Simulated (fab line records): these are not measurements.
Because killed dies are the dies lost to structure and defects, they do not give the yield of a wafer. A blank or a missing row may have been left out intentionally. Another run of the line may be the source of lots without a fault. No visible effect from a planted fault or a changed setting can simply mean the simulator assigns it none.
Which tool did it? + flow sky130 + route of 708 steps, sampled at 1 step: 11 lots, 33 wafers

## WHAT THE GAUGES READ, wafer by wafer
SKY_VIA2_CD_MEAS_12: target cd 200 nm. Usual: cd nm 199.9 nm, standard deviation 1.5.
| lot  | measured     | on        | cd nm (nm)        | flag |
|------|--------------|-----------|-------------------|------|
| L885 | day 36 09:45 | cd sem-02 | 198.8 200.8 200.0 |      |
| L886 | day 36 17:49 | cd sem-02 | 198.3 199.3 200.3 |      |
| L894 | day 39 06:25 | cd sem-01 | 202.0 202.1 201.8 |      |
| L897 | day 40 01:43 | cd sem-01 | 199.3 199.9 201.6 |      |
| L898 | day 40 14:26 | cd sem-02 | 198.5 199.3 197.8 |      |
| L899 | day 40 18:12 | cd sem-01 | 199.1 198.9 199.0 |      |
| L902 | day 41 13:20 | cd sem-01 | 196.5 196.7 198.3 |      |
| L904 | day 42 03:07 | cd sem-02 | 200.7 201.7 201.8 |      |
| L905 | day 42 08:02 | cd sem-02 | 200.8 201.4 201.6 |      |
| L906 | day 42 15:43 | cd sem-02 | 201.0 200.0 199.9 |      |
| L907 | day 42 19:56 | cd sem-02 | 198.8 198.1 200.0 |      |

## WHAT TOOL EACH LOT RAN ON (gives the tool, then ch and the chambers of the sampled wafers, and finally the start)
No process step before these readings appears in the record.

## WHAT THE TOOLS THEMSELVES READ (means of the sampled wafers that have a number; where no wafer has one, the mark that the record gives instead)
The record holds no such reading with a usual standard deviation.

## THE ANSWER, worked out from the rows above alone
Rule: a lot is off if the mean of its wafers that have a number lies more than 3 standard deviations from the usual mean. A lot without any number at a reading at which 4 lots or more have one is off too. Any other lot the step has rows for is counted as sound. The gauges are gone through in route order, then the tools' own readings, and for those a lot's mean is taken as printed above. The first step at which some lot is off is used, and at that step the reading that is off furthest; a lot without a number counts as furthest.
Across all readings shown, no lot is off: no conclusion can be drawn from this.

## WHAT THE SIMULATOR HAD PUT IN
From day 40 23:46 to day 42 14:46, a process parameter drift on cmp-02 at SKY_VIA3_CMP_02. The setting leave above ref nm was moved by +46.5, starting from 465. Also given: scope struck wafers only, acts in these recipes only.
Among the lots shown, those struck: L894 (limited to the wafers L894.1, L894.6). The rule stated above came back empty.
